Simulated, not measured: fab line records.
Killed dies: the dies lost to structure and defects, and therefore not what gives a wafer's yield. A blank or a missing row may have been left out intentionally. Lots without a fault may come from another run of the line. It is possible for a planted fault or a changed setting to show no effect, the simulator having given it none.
One fault seen from 2 desks ; flow gf180mcu ; every desk sees just its own numbers, and what lay behind them comes last

== FROM THE METROLOGY DESK ==
Means of the sampled wafers that have a number, per lot and without regard to the tool the lot ran on: this is what the gauges read. A lot is out of limits, marked OUT, if its mean lies more than 4 standard deviations from the usual mean; the brackets give that distance.
Columns: A = INCOMING_BOW at GF_STI_BOW_MEAS_00, usual -1 um; B = DUAL_GATE_OXIDATION_00_THK at GF_DUAL_GATE_THK_MEAS_03, usual 10.91 nm; C = POLY_GATE_OXIDATION_THK at GF_POLY_GATE_THK_MEAS_17, usual 4.01 nm; D = cdNm at GF_PSD_CD_MEAS_07, usual 401.2 nm
lot;first seen here;A;B;C;D
L652;day 1 10:01;-1;10.47;3.98;399.9
L653;day 1 15:04;-7;11.13;3.99;401.2
L654;day 1 20:00;-1;11.17;4.09;401.8
L656;day 2 06:00;3;11.11;4.01;400.2
L657;day 2 11:01;-11;10.94;3.96;402.8
L659;day 2 21:00;1;10.87;3.89;399.9
L660;day 3 02:00;-5;11.28;4.02;401.1
L662;day 3 12:00;-6;11.27;3.92;403.8
L663;day 3 17:04;1;10.84;3.94;402.1
L664;day 3 22:00;4;11.34;4.06;400.3
L665;day 4 03:02;-1;11.14;3.96;398.6
L669;day 4 23:01;3;13.77 (+12) OUT;4.01;402.3
L671;day 5 09:00;0;14.01 (+13) OUT;4.08;402.1
L675;day 6 05:00;2;10.63;4.10;398.9
This desk's finding: out of limits on L669, L671; first on L669, day 12 11:11 (DUAL_GATE_OXIDATION_00_THK at GF_DUAL_GATE_THK_MEAS_03). L652, L653, L654, L656, L657, L659, L660, L662, L663, L664, L665, L675 stayed within limits.

== TOOL OWNER'S DESK, furnace-01 ==
The tool's own readings at GF_DUAL_GATE_OXIDATION_02 (stabilise 600 s, purge 300 s, target thk 10.887 nm): means of the sampled wafers that have a number, for each lot that ran on this tool. A lot is out of limits, marked OUT, if its mean lies more than 4 standard deviations from the usual mean; the brackets give that distance.
Columns: A = zonePowerTopPct at GF_DUAL_GATE_OXIDATION_02, usual 33.3 %
lot;first seen here;A
L652;day 7 17:31;34.2
L657;day 9 01:58;34.1
L659;day 9 15:49;34.4
L663;day 10 16:37;34.5
L669;day 12 09:43;34.2
L671;day 12 20:23;34.0
This desk's finding: nothing out of limits on any of the 6 lots.

== BROUGHT TOGETHER ==
Metrology desk: alarm possible at day 12 11:11 on L669, L671.
The desk of the tool owner found nothing out of limits.
Tool owner's desk: L669, L671 on record, inside its limits.
GF_DUAL_GATE_OXIDATION_02 was run on furnace-01 by each of the lots named.

== WHAT HAD BEEN PUT IN BY THE SIMULATOR ==
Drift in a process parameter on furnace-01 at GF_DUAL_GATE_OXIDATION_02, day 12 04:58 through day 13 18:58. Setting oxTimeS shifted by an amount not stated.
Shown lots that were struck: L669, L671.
Delay in hours, fault start to first out-of-limits reading, per desk: metrology desk 6.
